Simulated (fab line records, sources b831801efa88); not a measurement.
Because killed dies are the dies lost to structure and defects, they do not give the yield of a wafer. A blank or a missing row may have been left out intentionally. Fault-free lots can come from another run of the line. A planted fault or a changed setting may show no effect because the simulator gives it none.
Matching of chambers -- flow sky130 -- 4 sister chambers for SKY_POLY_GATE_ETCH_15 on rieDiel-02
The step etches BARC in N2/H2, stops on SiO2, time 118.5 s, target depth 110 nm. 14 wafers are shown with their chamber, then 6 later ones without.

## EACH WAFER AND ITS CHAMBER
wafer,chamber,drypumpMotorCurrentA (A),oesProductAu (a.u.),throttleValvePct (%)
L534.1,2,6.3,0.716,13.226
L534.4,3,6.0,0.718,13.201
L534.6,1,5.5,0.713,13.195
L538.1,0,5.2,0.721,13.210
L538.4,1,5.5,0.713,13.211
L538.6,0,5.3,0.718,13.219
L541.2,3,6.0,0.709,13.229
L541.4,0,5.3,0.715,13.195
L541.6,2,6.4,0.715,13.213
L542.3,3,6.0,0.712,13.210
L542.5,0,5.2,0.713,13.223
L542.6,3,6.0,0.716,13.193
L547.5,2,6.4,0.715,13.223
L547.6,3,6.0,0.710,13.213

SIGNATURES, as means of the wafers listed above
reading,chamber 0,chamber 1,chamber 2,chamber 3,scatter within a chamber
drypumpMotorCurrentA,5.250,5.500,6.367,6.000,0.0408
oesProductAu,0.71675,0.71300,0.71533,0.71300,0.00312
throttleValvePct,13.21175,13.20300,13.22067,13.20920,0.0119
Rule: a wafer's distance from a chamber is the root of the sum, over the readings, of the square of ((its reading less the chamber's mean) divided by the reading's scatter). The wafer belongs to the nearest chamber; if the next one is less than 2 further off, it can't be placed. The scatter: the root of (the sum of the squares of (reading less its chamber's mean) over the shown wafers, divided by (wafers less chambers)).

## WAFERS WHOSE CHAMBER IS MISSING
wafer,drypumpMotorCurrentA (A),oesProductAu (a.u.),throttleValvePct (%)
L549.1,5.5,0.728,13.225
L549.3,5.2,0.713,13.223
L549.4,6.0,0.707,13.209
L555.1,5.3,0.725,13.218
L555.3,6.4,0.721,13.203
L555.6,6.0,0.714,13.225

## THE CHAMBER EACH PASSED THROUGH
wafer,from the rows above,in truth
L549.1,1,1
L549.3,0,0
L549.4,3,3
L555.1,0,0
L555.3,2,2
L555.6,3,3
Correct placement for 6 of the 6. From these rows, 0 cannot be placed. Wrongly placed: 0.
